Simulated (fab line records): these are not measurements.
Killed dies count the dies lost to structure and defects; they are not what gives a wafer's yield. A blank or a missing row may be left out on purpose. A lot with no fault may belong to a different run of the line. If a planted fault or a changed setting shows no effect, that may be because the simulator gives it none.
fab line records | flow sky130
[record] lots = 7 wafers = 16 last-day = 50
route steps=708 shown FIELD_ISO@13 NWELL@32 PAD_OPEN@708
lots with no fault: from the same line, run without faults
start-h: start of the lot's first displayed wafer, in hours after the record's first day | wait-h: how many hours have passed since the lot's step before this one | " the same as in the row above | L1.1+2: one row covering several wafers at once | - either no value or no given start | * or withheld: withheld | < > ~ a bound
route shown NAME@n: names a module that has steps shown in the file, with the first one's number in the route | usual: the fault-free wafers' mean and standard deviation | same: alike in all rows | chamber/n: place in a boat | sites: per-site readings | _std_site: their standard deviation | _edge_site: inner sites' mean taken away from outer sites' mean | radius-mm: for every site, how far away it sits from the centre of the wafer | mask NAME#n: copy n | behind: the most recent tool/chamber to have shaped the wafer | hold: what put the lot on hold/how long, in hours/how the hold closed | device: the transistor (n, p or np) that didn't switch | end of line: the tests these same wafers got at the end of their route | where a step has no rows: the recipe by itself | killed: dies lost to structure and defects at the first sort, not the wafer's yield | map: dies across one wafer; x = killed, . = not, _ = none there
set.NAME: the setting the step ran with; set.NAME@STEP: the setting that earlier step ran with | model.NAME: the simulator's own value behind a step, which no gauge read
certain route steps with their lots: each step a table, each wafer a row
services: from which hour (start-h, from the record's first day; less than 0 if before it) a tool's chamber was out of use, for how many hours, and why
[[steps]]
[step SKY_FIELD_ISO_DEVELOP_12]
[recipe] develop-time-s = 60 resist = KrF-thick dev-temp-c = 21
[step SKY_FIELD_ISO_CD_MEAS_13]
[recipe] target-cd-nm = 150
[usual] cd-nm = 150.5/1.7
// columns lot.wafer tool chamber start-h wait-h cd-nm
L116.2 cd-sem-02 - 43.52 - 152.3
L116.4 " - " " 151.0
L116.6 " - " " 151.7
L122.1 cd-sem-02 - 75.55 - 149.3
L122.3 " - " " 149.1
L122.5 " - " " 149.9
L124.1 cd-sem-01 - 88.04 - 151.8
L124.3 " - " " 148.9
L125.4 cd-sem-02 - 91.05 - 151.7
L126.2 cd-sem-01 - 99.48 - 146.6
L126.4 " - " " 148.6
L126.6 " - " " 148.5
L127.3 cd-sem-02 - 101.93 - 149.6
L135.3 cd-sem-01 - 145.89 - 151.8
L135.5 " - " " 151.9
L135.6 " - " " 151.5
[step SKY_FIELD_ISO_ETCH_14]
[recipe] chemistry = N2/H2 target = BARC ion-energy-ev = 200 source-w = 500 bias-w = 100 pressure-mtorr = 30 n2-flow-sccm = 100 h2-flow-sccm = 200 stop-on = SiO2 time-s = 45.9 target-depth-a = 600
[usual] drypump-motor-current-A = 5.6/0.46 oes-product-au = 0.854/0.0052 throttle-valve-pct = 13.225/0.01
// columns lot.wafer tool chamber start-h wait-h drypump-motor-current-A oes-product-au rf-hours-counter-h throttle-valve-pct
L116.2 rie-diel-02 1 43.62 0.1 4.7 0.851 102 13.220
L116.4 " 3 " " 5.2 0.847 - 13.236
L116.6 " 2 " " 5.7 0.844 - 13.211
L122.1 rie-diel-04 2 75.67 0.1 6.0 0.864 69 13.221
L122.3 " 1 " " 5.9 0.848 3 13.219
L122.5 " 0 " " 5.0 0.837 - 13.225
L124.1 rie-diel-02 0 88.16 0.1 5.8 0.856 70 13.227
L124.3 " 3 " " 5.2 0.855 79 13.240
L125.4 rie-diel-04 3 91.11 0.0 5.8 0.847 34 13.225
L126.2 rie-diel-04 2 99.58 0.1 6.0 0.852 69 13.230
L126.4 " 3 " " 5.8 0.854 34 13.244
L126.6 " 1 " " 5.9 0.860 - 13.224
L127.3 rie-diel-04 2 102.01 0.1 5.9 0.863 69 13.214
L135.3 rie-diel-04 0 145.97 0.1 5.0 0.855 139 13.231
L135.5 " 3 " " 5.8 0.853 - 13.229
L135.6 " 2 " " 6.0 0.848 - 13.212
[step SKY_FIELD_ISO_ETCH_15]
[recipe] chemistry = CHF3/O2 target-depth-nm = 180 stop-on = Si source-w = 600 bias-w = 200 pressure-mtorr = 40 chf3-flow-sccm = 50 O2_flow_sccm = 5 time-s = 72
[usual] drypump-motor-current-A = 5.6/0.46 oes-product-au = 0.944/0.0067 throttle-valve-pct = 8.844/0.0085
// columns lot.wafer tool chamber start-h wait-h drypump-motor-current-A oes-product-au rf-hours-counter-h throttle-valve-pct
L116.2 rie-diel-02 1 43.66 0.0 4.7 0.951 102 8.831
L116.4 " 3 " " 5.2 0.945 - 8.842
L116.6 " 2 " " 5.6 0.942 - 8.831
L122.1 rie-diel-04 2 75.71 0.0 5.9 0.950 69 8.847
L122.3 " 1 " " 5.9 0.949 3 8.840
L122.5 " 0 " " 4.9 0.941 - 8.842
L124.1 rie-diel-02 0 88.21 0.0 5.8 0.945 70 8.838
L124.3 " 3 " " 5.2 0.933 79 8.846
L125.4 rie-diel-04 3 91.16 0.0 5.8 0.944 34 8.845
L126.2 rie-diel-04 2 99.62 0.0 5.9 0.951 69 8.855
L126.4 " 3 " " 5.8 0.951 34 8.864
L126.6 " 1 " " 5.9 0.949 - 8.841
L127.3 rie-diel-04 2 102.06 0.0 6.0 0.954 69 8.850
L135.3 rie-diel-04 0 146.01 0.0 4.9 0.935 139 8.839
L135.5 " 3 " " 5.8 0.931 - 8.850
L135.6 " 2 " " 6.0 0.938 - 8.848
[step SKY_FIELD_ISO_STRIP_16]
[recipe] chemistry = O2/N2 power-w = 1400 pressure-mtorr = 1500 platen-temp-c = withheld o2-flow-sccm = 3000 n2-flow-sccm = 300 overash-fraction = 0.5
[usual] drypump-motor-current-A = 6.10/0.28 oes-product-au = 0.378/0.0048 strip-time-to-endpoint-s = 3.53/0.035
// columns lot.wafer tool chamber start-h wait-h drypump-motor-current-A oes-product-au rf-hours-counter-h strip-time-to-endpoint-s
L116.2 plasma-asher-01 0 43.71 0.0 5.83 0.380 24 3.54
L116.4 " 0 " " 5.84 0.380 - 3.52
L116.6 " 0 " " 5.82 0.389 - 3.58
L122.1 plasma-asher-03 0 75.77 0.0 5.97 0.382 38 3.49
L122.3 " 0 " " 5.98 0.375 - 3.56
L122.5 " 0 " " 5.97 0.376 - 3.55
L124.1 plasma-asher-01 1 88.26 0.0 6.38 0.370 29 3.50
L124.3 " 1 " " 6.38 0.383 - 3.52
L125.4 plasma-asher-02 1 91.25 0.1 6.50 0.370 - 3.50
L126.2 plasma-asher-01 0 99.68 0.0 5.81 0.370 30 3.49
L126.4 " 0 " " 5.83 0.375 - 3.50
L126.6 " 0 " " 5.84 0.380 - 3.55
L127.3 plasma-asher-01 0 102.15 0.1 5.83 0.379 - 3.50
L135.3 plasma-asher-01 1 146.10 0.1 6.37 0.380 - 3.57
L135.5 " 1 " " 6.38 0.379 - 3.55
L135.6 " 0 " " 5.84 0.378 - 3.50
[step SKY_FIELD_ISO_ETCH_17]
[recipe] target-depth-a = 3420 mask-material = Si3N4 chemistry = HBr/Cl2/O2 target = Si taper-deg = 5 icp-w = 600 bias-w = 150 pressure-mtorr = 15 HBr_flow_sccm = 150 Cl2_flow_sccm = 40 O2_flow_sccm = 6 time-s = 97.7
[usual] drypump-motor-current-A = 5.6/0.67 oes-product-au = 1.006/0.007 throttle-valve-pct = 25.653/0.01
// columns lot.wafer tool chamber start-h wait-h drypump-motor-current-A oes-product-au rf-hours-counter-h throttle-valve-pct
L116.2 rie-si-01 0 43.81 0.1 6.4 1.011 117 25.655
L116.4 " 1 " " 4.8 1.018 138 25.638
L116.6 " 2 " " 4.9 0.999 - 25.651
L122.1 rie-si-01 1 75.87 0.1 4.8 1.005 138 25.652
L122.3 " 2 " " 4.9 1.015 3 25.654
L122.5 " 0 " " 6.4 1.003 - 25.671
L124.1 rie-si-02 2 88.36 0.1 5.2 1.005 109 25.653
L124.3 " 0 " " 6.3 1.002 88 25.672
L125.4 rie-si-01 3 91.31 0.0 6.2 1.006 10 25.662
L126.2 rie-si-01 1 99.78 0.1 4.8 1.009 139 25.663
L126.4 " 0 " " 6.4 0.994 118 25.657
L126.6 " 1 " " 4.8 1.020 - 25.650
L127.3 rie-si-01 3 102.21 0.0 6.2 1.000 10 25.670
L135.3 rie-si-01 0 146.17 0.0 6.5 1.006 119 25.650
L135.5 " 0 " " 6.4 1.014 - 25.637
L135.6 " 1 " " 4.9 0.999 - 25.658
[step SKY_FIELD_ISO_WET_ETCH_18]
[recipe] chemistry = H3PO4 target-depth-nm = 25 temp-c = 160 target = Si3N4 time-s = 286
[step SKY_FIELD_ISO_CLEAN_19]
[recipe] chemistry = SC1/SC2 mix = 1:4:20 temp-c = 70 time-s = 150
[step SKY_FIELD_ISO_CLEAN_20]
[recipe] chemistry = dHF time-s = 20 dilution = 100:1
[step SKY_FIELD_ISO_WET_ETCH_21]
[recipe] chemistry = dHF dilution = 100:1 target-depth-nm = 20 dry = ipa-marangoni target = SiO2 temp-c = 25 time-s = 400
[step SKY_FIELD_ISO_OXIDATION_22]
[recipe] temp-c = 950 ambient = O2 stabilise-s = 600 purge-s = 300 target-thk-a = 100 ox-time-s = 623
[step SKY_FIELD_ISO_THK_MEAS_23]
[recipe] reads = SiO2_of_FIELD_ISO_OXIDATION_22
[usual] FIELD_ISO_OXIDATION_01_THK = 10.18/0.18
// columns lot.wafer tool chamber start-h wait-h FIELD_ISO_OXIDATION_01_THK[nm]
L116.2 film-metro-03 - 45.36 0.0 10.33
L116.4 " - " " 10.53
L116.6 " - " " 10.28
L122.1 film-metro-04 - 77.81 0.0 10.06
L122.3 " - " " 10.00
L122.5 " - " " 10.10
L124.1 film-metro-03 - 90.16 0.0 10.46
L124.3 " - " " 10.33
L125.4 film-metro-01 - 92.86 0.0 10.41
L126.2 film-metro-04 - 101.30 0.0 10.21
L126.4 " - " " 10.12
L126.6 " - " " 10.16
L127.3 film-metro-03 - 104.23 0.0 10.07
L135.3 film-metro-04 - 147.71 0.0 10.09
L135.5 " - " " 10.41
L135.6 " - " " 10.12
[step SKY_FIELD_ISO_CVD_24]
[recipe] material = SiO2 target-thk-nm = 595 temp-c = 650 sigma-open-frac = 0.3 time-s = 99.2 sih4-flow-sccm = 60 pressure-mtorr = 6
// columns lot.wafer tool chamber start-h wait-h model.SiO2_of_FIELD_ISO_CVD_24.thk-nm
L116.2 hdpcvd-02 1 45.41 0.0 579.5
L116.4 " 0 " " 589.6
L116.6 " 1 " " 582.8
L122.1 hdpcvd-01 2 77.86 0.1 581.3
L122.3 " 1 " " 574.6
L122.5 " 0 " " 576.1
L124.1 hdpcvd-01 0 90.22 0.1 587.8
L124.3 " 1 " " 318.2
L125.4 hdpcvd-01 0 92.92 0.1 331.8
L126.2 hdpcvd-02 0 101.35 0.0 582
L126.4 " 0 " " 578.6
L126.6 " 1 " " 589.8
L127.3 hdpcvd-01 0 104.27 0.0 333.4
L135.3+5 hdpcvd-02 1,0 147.75 0.0 594
L135.6 " 1 " " 597.3
[step SKY_FIELD_ISO_THK_MEAS_25]
[recipe] reads = SiO2_of_FIELD_ISO_CVD_24
[usual] FIELD_ISO_CVD_24_THK = 591/7
// columns lot.wafer tool chamber start-h wait-h hold FIELD_ISO_CVD_24_THK[nm]
L116.2 film-metro-01 - 45.49 0.0 - 580
L116.4 " - " " - 589
L116.6 " - " " - 583
L122.1 film-metro-01 - 77.94 0.0 - 581
L122.3 " - " " - 574
L122.5 " - " " - 576
L124.1 film-metro-01 - 90.30 0.0 await-dispo/0.2h/release 588
L124.3 " - " " await-dispo/0.2h/release 318
L124.1 film-metro-01 - 90.52 0.2 - 588
L124.3 " - " " - 319
L125.4 film-metro-03 - 92.99 0.0 await-dispo/0.2h/release 332
L125.4 film-metro-03 - 93.22 0.2 - 332
L126.2 film-metro-01 - 101.44 0.0 - 582
L126.4 " - " " - 579
L126.6 " - " " - 590
L127.3 film-metro-04 - 104.37 0.1 await-dispo/0.2h/release 334
L127.3 film-metro-04 - 104.59 0.2 - 333
L135.3 film-metro-03 - 147.84 0.1 - 594
L135.5 " - " " - 595
L135.6 " - " " - 598
[step SKY_FIELD_ISO_CMP_27]
[recipe] stop-on = Si3N4 t-overpolish-s = 16 down-force-psi = 4 platen-rpm = 60 target-thk-nm = 457.8 pad-velocity-m-s = 0.94248
[usual] motor-current-A = 12.3/1.5 time-to-endpoint-s = 112/5.1
// columns lot.wafer tool chamber start-h wait-h motor-current-A time-to-endpoint-s
L116.2 cmp-01 0 48.12 0.1 12.0 109
L116.4 " 1 " " 13.0 106
L116.6 " 3 " " 13.6 107
L122.1 cmp-01 1 79.50 0.0 13.6 99
L122.3 " 3 " " 13.6 101
L122.5 " 1 " " 13.7 101
L124.3 cmp-02 2 97.05 0.0 14.2 63
L124.1 " 1 " " 11.5 111
L125.4 cmp-01 2 98.18 0.1 10.2 54
L126.4 cmp-02 3 104.19 0.1 10.8 116
L126.2 " 0 " " 11.3 114
L126.6 " 3 " " 10.0 115
L127.3 cmp-02 0 111.68 0.1 12.1 65
L135.3 cmp-02 1 149.38 0.0 11.3 116
L135.6 " 1 " " 12.2 118
L135.5 " 2 " " 13.2 117
[step SKY_FIELD_ISO_WET_ETCH_28]
[recipe] chemistry = dHF target-depth-nm = 23.7 target = SiO2 dilution = 10:1 temp-c = 25 time-s = 47
[step SKY_FIELD_ISO_WET_ETCH_29]
[recipe] chemistry = H3PO4 target-depth-nm = 160 target = Si3N4 temp-c = 160 time-s = 1825
[step SKY_FIELD_ISO_WET_ETCH_30]
[recipe] chemistry = dHF target-depth-nm = 25 target = SiO2 dilution = 10:1 temp-c = 25 time-s = 50
// columns lot.wafer tool chamber start-h wait-h model.SiO2_of_FIELD_ISO_CVD_24.thk-nm
L116.2 wet-bench-01 1 48.90 0.0 404.4
L116.4 " 1 " " 403.2
L116.6 " 1 " " 403.6
L122.1 wet-bench-02 2 80.33 0.0 404
L122.3 " 2 " " 406.1
L122.5 " 2 " " 404.1
L124.1 wet-bench-02 0 97.89 0.0 406.1
L124.3 " 0 " " 265.9
L125.4 wet-bench-02 2 98.97 0.0 279
L126.2 wet-bench-04 3 104.98 0.0 405.5
L126.4 " 3 " " 405.1
L126.6 " 3 " " 405.3
L127.3 wet-bench-04 1 112.59 0.0 280.7
L135.3 wet-bench-02 0 150.22 0.0 405.9
L135.5 " 0 " " 405
L135.6 " 0 " " 405.1
[step SKY_NWELL_CLEAN_00]
[recipe] chemistry = SC1/SC2 mix = 1:4:20 temp-c = 70 time-s = 150 dry = n2-spin
[step SKY_PAD_OPEN_PROBE_99]
[usual] killed_at_M0_to_M3 = 44/6.8 killed_at_M4_up = 3.2/1.7 killed-at-contacts = 24/4.9 killed-at-front-end = 14/4.1 killed-at-other = 0.2/0.51 killed-dies = 85/8.7 killed-on-rim = 16/4 killed-open = 46/6.8 killed-short = 39/6.1
[same] gross-dies = 492 killed-at-back-side = 0
// columns lot.wafer tool chamber start-h wait-h hold killed_at_M0_to_M3 killed_at_M4_up killed-at-contacts killed-at-front-end killed-at-other killed-dies killed-on-rim killed-open killed-short
L116.2 prober-01 - 1084.37 0.1 - 41 4 24 15 2 86 19 42 44
L116.4 prober-01 - 1084.47 0.2 - 45 3 26 9 0 83 14 45 38
L116.6 prober-01 - 1084.57 0.2 - 46 6 18 18 1 89 15 44 45
L124.1 prober-01 - 1142.57 0.1 await-dispo/1.1h/scrap 56 2 20 13 0 91 17 47 44
L124.3 prober-01 - 1142.67 0.2 await-dispo/1.1h/scrap 43 5 26 418 0 492 96 43 43
L125.4 prober-02 - 1144.81 0.2 await-dispo/1.6h/scrap 53 1 21 417 0 492 96 51 41
L126.2 prober-01 - 1160.20 0.1 - 48 3 28 15 0 94 25 55 39
L126.4 prober-01 - 1160.30 0.2 - 32 3 26 16 1 78 18 41 37
L126.6 prober-01 - 1160.40 0.2 - 39 4 21 8 0 72 12 36 36
L127.3 prober-02 - 1168.32 0.2 await-dispo/2.1h/release 36 2 27 427 0 492 96 36 44
L135.3 prober-02 - 1194.28 0.2 - 54 3 13 12 1 83 12 44 39
L135.5 prober-02 - 1194.38 0.2 - 42 1 32 12 1 88 20 46 42
L135.6 prober-02 - 1194.43 0.2 - 47 4 20 12 0 83 9 44 39
// killed by level:class
L116.2 CONTACT:geometric-particle:open=10 VIA1:geometric-particle:open=9 VIA1:geometric-particle:short=7 VIA2:geometric-particle:open=6 FIELD_ISO:geometric-particle:short=5 LI_CONTACT:geometric-particle:open=5 METAL1:geometric-particle:short=5 METAL4:geometric-particle:short=4
L116.4 VIA1:geometric-particle:open=12 CONTACT:geometric-particle:open=9 VIA2:geometric-particle:open=6 VIA1:geometric-particle:short=6 LI_CONTACT:geometric-particle:open=6 METAL2:geometric-particle:short=6 VIA3:geometric-particle:short=6 LOCAL_INTERCONNECT:geometric-particle:short=5
L116.6 VIA1:geometric-particle:open=13 VIA2:geometric-particle:open=8 CONTACT:geometric-particle:open=7 CONTACT:geometric-particle:short=6 POLY_GATE:geometric-particle:short=5 METAL1:geometric-particle:short=5 VIA1:geometric-particle:short=5 FIELD_ISO:geometric-particle:short=4
L124.1 VIA1:geometric-particle:open=17 METAL2:geometric-particle:short=11 VIA1:geometric-particle:short=7 VIA3:geometric-particle:open=7 CONTACT:geometric-particle:open=6 FIELD_ISO:geometric-particle:open=5 LI_CONTACT:geometric-particle:short=5 SPACER:geometric-particle:short=4
L124.3 FIELD_ISO:area-cvd=406 CONTACT:geometric-particle:open=10 VIA1:geometric-particle:open=9 VIA2:geometric-particle:open=8 METAL2:geometric-particle:short=7 VIA1:geometric-particle:short=6 LI_CONTACT:geometric-particle:open=6 POLY_GATE:geometric-particle:open=5
L125.4 FIELD_ISO:area-cvd=400 VIA1:geometric-particle:open=16 METAL2:geometric-particle:short=9 CONTACT:geometric-particle:open=8 LI_CONTACT:geometric-particle:open=7 METAL1:geometric-particle:short=6 VIA1:geometric-particle:short=5 VIA2:geometric-particle:open=5
L126.2 VIA2:geometric-particle:open=11 CONTACT:geometric-particle:short=10 VIA1:geometric-particle:open=10 CONTACT:geometric-particle:open=9 POLY_GATE:geometric-particle:open=7 VIA3:geometric-particle:open=7 LI_CONTACT:geometric-particle:open=6 METAL2:geometric-particle:short=5
L126.4 CONTACT:geometric-particle:open=13 LI_CONTACT:geometric-particle:open=8 VIA1:geometric-particle:open=7 METAL1:geometric-particle:short=7 POLY_GATE:geometric-particle:short=6 VIA3:geometric-particle:open=6 VIA1:geometric-particle:short=5 FIELD_ISO:geometric-particle:short=3
L126.6 CONTACT:geometric-particle:short=7 METAL2:geometric-particle:short=7 CONTACT:geometric-particle:open=6 VIA2:geometric-particle:open=6 VIA1:geometric-particle:open=5 LI_CONTACT:geometric-particle:open=4 VIA2:geometric-particle:short=4 VIA3:geometric-particle:open=4
L127.3 FIELD_ISO:area-cvd=412 CONTACT:geometric-particle:open=7 LI_CONTACT:geometric-particle:open=7 VIA3:geometric-particle:open=7 LOCAL_INTERCONNECT:geometric-particle:short=7 FIELD_ISO:geometric-particle:short=5 VIA2:geometric-particle:open=5 METAL1:geometric-particle:short=5
L135.3 METAL2:geometric-particle:short=10 VIA1:geometric-particle:open=9 VIA3:geometric-particle:open=9 VIA2:geometric-particle:open=7 CONTACT:geometric-particle:open=6 CONTACT:geometric-particle:short=4 FIELD_ISO:geometric-particle:short=4 METAL1:geometric-particle:short=4
L135.5 LI_CONTACT:geometric-particle:open=11 VIA2:geometric-particle:open=9 CONTACT:geometric-particle:short=8 CONTACT:geometric-particle:open=7 VIA1:geometric-particle:open=7 METAL2:geometric-particle:short=6 VIA1:geometric-particle:short=6 FIELD_ISO:geometric-particle:open=5
L135.6 METAL2:geometric-particle:short=9 LI_CONTACT:geometric-particle:open=8 METAL1:geometric-particle:short=8 VIA1:geometric-particle:open=8 CONTACT:geometric-particle:open=7 VIA2:geometric-particle:open=7 FIELD_ISO:geometric-particle:open=5 POLY_GATE:geometric-particle:short=5
// map L124.3 (x killed, . not)
__________xxxxxxxxxx_________
________xxxxxxxxxxxxxx_______
______xxxxxxxxxxxxxxxxxx_____
_____xxxxxxxxxxxxxxxxxxxx____
____xxxxxxxxxxxxxxxxxxxxxx___
___xxxxxxxxxxxxxxxxxxxxxxxx__
__xxxxxxxxxxxxxxxxxxxxxxxxxx_
_xxxxxxxxxxxxxxxxxxxxxxxxxxxx
_xxxxxxxxxxxxxxxxxxxxxxxxxxxx
_xxxxxxxxxxxxxxxxxxxxxxxxxxxx
_xxxxxxxxxxxxxxxxxxxxxxxxxxxx
_xxxxxxxxxxxxxxxxxxxxxxxxxxxx
_xxxxxxxxxxxxxxxxxxxxxxxxxxxx
_xxxxxxxxxxxxxxxxxxxxxxxxxxxx
_xxxxxxxxxxxxxxxxxxxxxxxxxxxx
__xxxxxxxxxxxxxxxxxxxxxxxxxx_
___xxxxxxxxxxxxxxxxxxxxxxxx__
____xxxxxxxxxxxxxxxxxxxxxx___
_____xxxxxxxxxxxxxxxxxxxx____
______xxxxxxxxxxxxxxxxxx_____
________xxxxxxxxxxxxxx_______
__________xxxxxxxxxx_________
// map L125.4 (x killed, . not)
__________xxxxxxxxxx_________
________xxxxxxxxxxxxxx_______
______xxxxxxxxxxxxxxxxxx_____
_____xxxxxxxxxxxxxxxxxxxx____
____xxxxxxxxxxxxxxxxxxxxxx___
___xxxxxxxxxxxxxxxxxxxxxxxx__
__xxxxxxxxxxxxxxxxxxxxxxxxxx_
_xxxxxxxxxxxxxxxxxxxxxxxxxxxx
_xxxxxxxxxxxxxxxxxxxxxxxxxxxx
_xxxxxxxxxxxxxxxxxxxxxxxxxxxx
_xxxxxxxxxxxxxxxxxxxxxxxxxxxx
_xxxxxxxxxxxxxxxxxxxxxxxxxxxx
_xxxxxxxxxxxxxxxxxxxxxxxxxxxx
_xxxxxxxxxxxxxxxxxxxxxxxxxxxx
_xxxxxxxxxxxxxxxxxxxxxxxxxxxx
__xxxxxxxxxxxxxxxxxxxxxxxxxx_
___xxxxxxxxxxxxxxxxxxxxxxxx__
____xxxxxxxxxxxxxxxxxxxxxx___
_____xxxxxxxxxxxxxxxxxxxx____
______xxxxxxxxxxxxxxxxxx_____
________xxxxxxxxxxxxxx_______
__________xxxxxxxxxx_________
[[services]]
// columns tool chamber start-h hours kind
cmp-02 - 32.94 6.0 pm
rie-diel-04 - 37.06 0.7 repair
plasma-asher-01 - 38.41 2.4 repair
rie-diel-02 1 44.99 9.4 repair
plasma-asher-03 - 51.77 14.6 pm
cmp-02 - 64.00 4.0 pm
hdpcvd-02 - 64.04 2.8 pm
hdpcvd-02 - 66.79 15.0 pm
hdpcvd-02 0 66.79 15.0 vent-cycle
rie-si-02 - 67.56 0.5 repair
cmp-01 - 70.54 3.3 repair
rie-diel-04 - 71.54 2.8 pm
rie-si-01 - 88.08 0.3 repair
rie-si-02 - 88.50 79.5 repair
cmp-01 - 88.73 3.7 pm
rie-diel-02 - 100.18 0.4 repair
rie-diel-02 3 105.30 1.2 repair
cmp-01 - 105.53 3.0 repair
wet-bench-04 - 108.26 3.3 repair
rie-diel-02 3 128.07 12.8 repair
rie-si-01 1 130.40 - clean
rie-si-01 1 130.40 15.0 scheduled-down
rie-si-01 1 130.40 15.0 vent-cycle
hdpcvd-02 - 144.64 1.9 repair
[[key]]
[first-sign] step = SKY_FIELD_ISO_THK_MEAS_25 reading = visit direction = added
[effect] step = SKY_FIELD_ISO_THK_MEAS_25 reading = FIELD_ISO_CVD_24_THK direction = down sigmas = 38 usual = 591 struck = 328
[effect] step = SKY_FIELD_ISO_CMP_27 reading = time-to-endpoint-s direction = down sigmas = 10 usual = * struck = *
[effect] step = SKY_PAD_OPEN_PROBE_99 reading = killed-at-front-end direction = up sigmas = 98 usual = 14 struck = 421
[model-effect] step = SKY_FIELD_ISO_CVD_24 value = SiO2_of_FIELD_ISO_CVD_24.thk-nm without = 588.3 struck = 327.8
[model-effect] step = SKY_FIELD_ISO_WET_ETCH_30 value = SiO2_of_FIELD_ISO_CVD_24.thk-nm without = 404.9 struck = 275.2
[more-kills-born-at] SKY_FIELD_ISO_CVD_24@hdpcvd-01 = 1218
met-at SKY_FIELD_ISO_CVD_24
struck-wafers L124.3,L125.4,L127.3
later-rows-left-out L124.3,L125.4,L127.3
tester-left-out L124,L125,L127
onset-between 77.86 90.22
[fault] kind = process-parameter-drift tool = hdpcvd-01 chamber = - onset-h = 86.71 steps = SKY_FIELD_ISO_CVD_24 channel = target-thk-nm offset = -260.46 shape = step end-h = 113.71 scope = struck-wafers-only acts-in = these-recipes-only stated = 595
// tester-left-out: of these lots the tester's yield and bins aren't shown, on N5 and GAA mostly nor the transistor test; their killed dies are dies lost to structure and defects alone, not to doping, threshold or leakage, so they don't give the yield
// later-rows-left-out: the simulator's readings of these wafers behind a module that went badly wrong aren't trusted and aren't shown, but for the sort
